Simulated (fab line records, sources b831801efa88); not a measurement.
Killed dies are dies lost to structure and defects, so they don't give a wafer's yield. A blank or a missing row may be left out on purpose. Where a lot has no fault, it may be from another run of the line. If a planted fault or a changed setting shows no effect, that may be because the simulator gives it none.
Struck lot and sound lot, side by side || flow sfq_line || 13 out of 325 route steps
Sound: wafers L994.3, L994.4, L994.6. Wafers L101.1, L101.2, L101.4 were the ones struck. Last of all comes the cause.
Per side, at each step with rows, come the tool, then ch with its chambers, and then its first start. Under that, the readings that differ: sound wafers || struck wafers || difference of the means || sigmas: that difference in standard deviations of wafers without a fault.
alike: readings whose means differ by less than 2 such deviations, and words and numbers that are the same on both sides. not compared: withheld readings, readings that some wafer has no value for, bounds like >300 that may hide the same value, and numbers for which the record gives no deviation and whose values overlap.
The two part at a step that has a row with sigmas, a row that says differs or no value, or rows on one side only. Numbers that don't overlap but have no deviation are shown without sigmas and don't part them. A reading that every wafer of one side lacks parts them only if that side has two wafers or more.

SFQ_TRILAYER_C5_BARC_OPEN_VIA_ETCH_210: etches BARC in O2, target depth 125 nm, time 41.7 s.
  sound on rie_diel-04 ch 1,2,3, day 60 18:29; struck on rie_diel-02 ch 0,1,2, day 63 13:27
  alike: chamber_pressure_mTorr, drypump_motor_current_A, oes_product_au
  not compared: rf_hours_counter_h
SFQ_TRILAYER_C5_ETCH_VIA_ETCH_154: etches SiO2 in CHF3, stops on Nb, target depth 84 nm.
  sound on rie_diel-04 ch 1,2,3, day 60 18:31; struck on rie_diel-02 ch 0,1,2, day 63 13:29
  alike: chamber_pressure_mTorr, drypump_motor_current_A, oes_product_au
SFQ_TRILAYER_C5_STRIP_STRIP_155: strips in O2.
  sound on rie_metal-04 ch 0,1, day 60 18:46; struck on rie_metal-02 ch 0,1, day 63 13:32
  alike: chamber_pressure_mTorr, drypump_motor_current_A, oes_product_au
  not compared: rf_hours_counter_h
then, 2 steps without rows for these wafers: SFQ_TRILAYER_C5_STRIP_SOLV_CLEAN_156 (cleans in NMP, time 600 s); SFQ_TRILAYER_M6_DEP_PRE_CLEAN_158 (time 22.5 s).
SFQ_TRILAYER_M6_DEP_SPUTTER_157: material Nb, target thk 200 nm, time 133.3 s.
  sound on pvd_sputter-03, day 60 19:22; struck on pvd_sputter-05, day 63 14:22
  alike: throttle_valve_pct
SFQ_M6_RS_MEAS_938: measures by four-point-probe.
  sound on film_metro-02, day 60 19:30; struck on film_metro-01, day 63 14:27
  alike: M6_NB_RS
then, 4 steps without rows for these wafers: SFQ_TRILAYER_M6_LITHO_COAT_164 (resist thk 62 nm); SFQ_TRILAYER_M6_LITHO_COAT_159 (resist thk 609 nm); SFQ_TRILAYER_M6_LITHO_SOFTBAKE_163; SFQ_TRILAYER_M6_LITHO_EXPOSE_160 (exposes mask M6, target cd 500 nm).
-- the record jumps here: 5 days lie between the struck wafers' starts before and after --
SFQ_TRILAYER_M6_LITHO_PEB_162: peb time 60 s.
  sound on litho_track-02 ch 0, day 65 18:56; struck on litho_track-04, day 68 10:17
  no value came back on the struck wafers for chill_plate_temp_C (C), exhaust_pa (Pa), heater_power_total_W (W); on the sound wafers chill_plate_temp_C (C) reads 23.18 22.88 23.04
then, 1 step without rows for these wafers: SFQ_TRILAYER_M6_LITHO_DEVELOP_161 (time 60 s).

## WHERE THEY PART
Only at SFQ_TRILAYER_M6_LITHO_PEB_162, within this record.

WHY: whatever the simulator had introduced
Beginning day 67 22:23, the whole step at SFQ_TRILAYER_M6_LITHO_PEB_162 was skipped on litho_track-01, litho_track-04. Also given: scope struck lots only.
